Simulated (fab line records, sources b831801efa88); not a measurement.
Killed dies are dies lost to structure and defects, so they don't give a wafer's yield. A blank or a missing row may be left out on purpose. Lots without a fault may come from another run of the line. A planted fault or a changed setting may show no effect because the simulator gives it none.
Chamber matching | flow sky130 | SKY_METAL4_ETCH_17 on rie_diel-04: 4 sister chambers
The step etches SiO2 in C4F8/O2/Ar, stops on TiN, time 3.9 s, target depth 15 nm. 14 wafers are shown with their chamber, then 6 later ones without.

WAFERS WITH THEIR CHAMBER
wafer  | chamber | oes_product_au (a.u.)
L179.3 | 0       | 0.747
L179.4 | 3       | 0.762
L179.6 | 2       | 0.742
L183.2 | 2       | 0.746
L183.3 | 1       | 0.755
L183.4 | 0       | 0.755
L184.1 | 0       | 0.764
L184.2 | 1       | 0.751
L184.4 | 2       | 0.765
L186.1 | 0       | 0.757
L186.2 | 1       | 0.753
L186.3 | 2       | 0.748
L187.1 | 0       | 0.757
L187.2 | 2       | 0.750

SIGNATURES (means of the wafers above)
reading        | chamber 0 | chamber 1 | chamber 2 | chamber 3 | scatter within a chamber
oes_product_au | 0.75600   | 0.75300   | 0.75020   | 0.76200   | 0.00682
Rule: a wafer's distance from a chamber is the root of the sum, over the readings, of the square of ((its reading less the chamber's mean) divided by the reading's scatter). The wafer belongs to the nearest chamber; if the next one is less than 2 further off, it can't be placed. The scatter: the root of (the sum of the squares of (reading less its chamber's mean) over the shown wafers, divided by (wafers less chambers)).

WAFERS WITHOUT THEIR CHAMBER
wafer  | oes_product_au (a.u.)
L187.6 | 0.766
L189.2 | 0.754
L189.4 | 0.759
L189.5 | 0.760
L193.6 | 0.754
L195.6 | 0.757

WHICH CHAMBER EACH WENT THROUGH
wafer  | from the rows above               | in truth
L187.6 | can't be placed: 3 or 0 or 1 or 2 | 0
L189.2 | can't be placed: 1 or 0 or 2 or 3 | 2
L189.4 | can't be placed: 0 or 3 or 1 or 2 | 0
L189.5 | can't be placed: 3 or 0 or 1 or 2 | 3
L193.6 | can't be placed: 1 or 0 or 2 or 3 | 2
L195.6 | can't be placed: 0 or 1 or 3 or 2 | 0
Placed correctly: 0 of 6. Can't be placed from these rows: 6 (the true chamber is among the candidates in 6). Placed wrongly: 0.
